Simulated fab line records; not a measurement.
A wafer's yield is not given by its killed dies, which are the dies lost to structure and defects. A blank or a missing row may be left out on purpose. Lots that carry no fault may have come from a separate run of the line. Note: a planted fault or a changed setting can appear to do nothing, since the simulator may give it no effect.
A single fault, viewed from 2 desks | flow sfq line | numbers are kept per desk, each desk with only its own; the story behind them comes last

THE METROLOGY DESK
Lot by lot, what the gauges showed, no matter which tool ran the lot: averages of those sampled wafers that carry a number. A lot is out of limits, marked OUT, if its mean lies more than 4 standard deviations from the usual mean; the brackets give that distance.
Columns: A = M0_OVL at SFQ_M0_OVL_MEAS_906, usual 0 nm
lot  | first seen here | A
L959 | day 11 12:27    | 2
L960 | day 11 18:34    | -1
L961 | day 12 01:46    | 2
L962 | day 12 11:22    | 5
L963 | day 12 20:58    | -0
L964 | day 13 11:29    | -4
L966 | day 14 19:54    | -1
L967 | day 15 07:53    | -1
L968 | day 16 00:49    | -11
L969 | day 16 05:37    | -2
L974 | day 17 15:21    | -1
L976 | day 18 09:20    | 1
L979 | day 19 18:23    | 1
L981 | day 20 14:47    | 4
This desk found nothing out of limits on any of the 14 lots.

FOR THE TOOL OWNER'S DESK: furnace-02
The tool's own readings at SFQ_TRILAYER_INCOMING_OXIDATION_002 (target thk 500 nm, ox time 4939 s): means of the sampled wafers that have a number, for each lot that ran on this tool. A lot is out of limits, marked OUT, if its mean lies more than 4 standard deviations from the usual mean; the brackets give that distance. Readings shown: 7 out of 9 (the first out of limits, and those lying furthest out on some lot).
Columns: A = spike tc bottom C at SFQ_TRILAYER_INCOMING_OXIDATION_002, usual 1018 C; B = spike tc centre C at SFQ_TRILAYER_INCOMING_OXIDATION_002, usual 1000.0 C; C = spike tc lower C at SFQ_TRILAYER_INCOMING_OXIDATION_002, usual 1000.5 C; D = spike tc top C at SFQ_TRILAYER_INCOMING_OXIDATION_002, usual 1009.6 C; E = spike tc upper C at SFQ_TRILAYER_INCOMING_OXIDATION_002, usual 1000.2 C; F = tube center temp C at SFQ_TRILAYER_INCOMING_OXIDATION_002, usual 1000 C; G = tube_center_temp_C_max at SFQ_TRILAYER_INCOMING_OXIDATION_002, usual 1002.6
lot  | first seen here | A               | B                | C                | D                | E                | F                      | G
L960 | day 1 15:07     | 1022            | 1000.3           | 999.4            | 1008.4           | 1000.7           | 1000                   | 1002.7
L964 | day 2 11:07     | 1022            | 999.2            | 999.2            | 1008.7           | 1000.2           | 1000                   | 1002.5
L966 | day 2 21:07     | 1022            | 999.6            | 1000.4           | 1009.3           | 1000.2           | 1000                   | 1002.7
L968 | day 3 07:07     | 1023            | 1000.1           | 1000.6           | 1008.5           | 998.8            | 1000                   | 1002.3
L974 | day 4 13:07     | 1047 (+7.5) OUT | 1025.3 (+27) OUT | 1025.4 (+23) OUT | 1033.5 (+18) OUT | 1025.4 (+26) OUT | 1025 (+99 or more) OUT | 1027.8 (+59) OUT
L976 | day 4 23:07     | 1047 (+7.7) OUT | 1025.0 (+27) OUT | 1023.9 (+21) OUT | 1033.6 (+18) OUT | 1025.9 (+27) OUT | 1025 (+99 or more) OUT | 1028.4 (+60) OUT
This desk finds L974, L976 out of limits, L974 being first, at day 4 13:07 (spike tc bottom C at SFQ_TRILAYER_INCOMING_OXIDATION_002). Within limits: L960, L964, L966, L968.

TAKEN TOGETHER
The tool owner's desk could have raised an alarm at day 4 13:07, on L974, L976.
At the metrology desk, nothing out of limits was observed.
The metrology desk holds a record of L974, L976, inside its limits.
On furnace-02, each named lot ran SFQ_TRILAYER_INCOMING_OXIDATION_002.

WHAT THE SIMULATOR PUT IN
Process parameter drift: furnace-02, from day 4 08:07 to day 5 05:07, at SFQ_TRILAYER_INCOMING_OXIDATION_002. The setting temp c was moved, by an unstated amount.
Struck lots among those shown: L974, L976.
Each desk's first reading out of limits, in hours after the fault started: the tool owner's desk, 5.
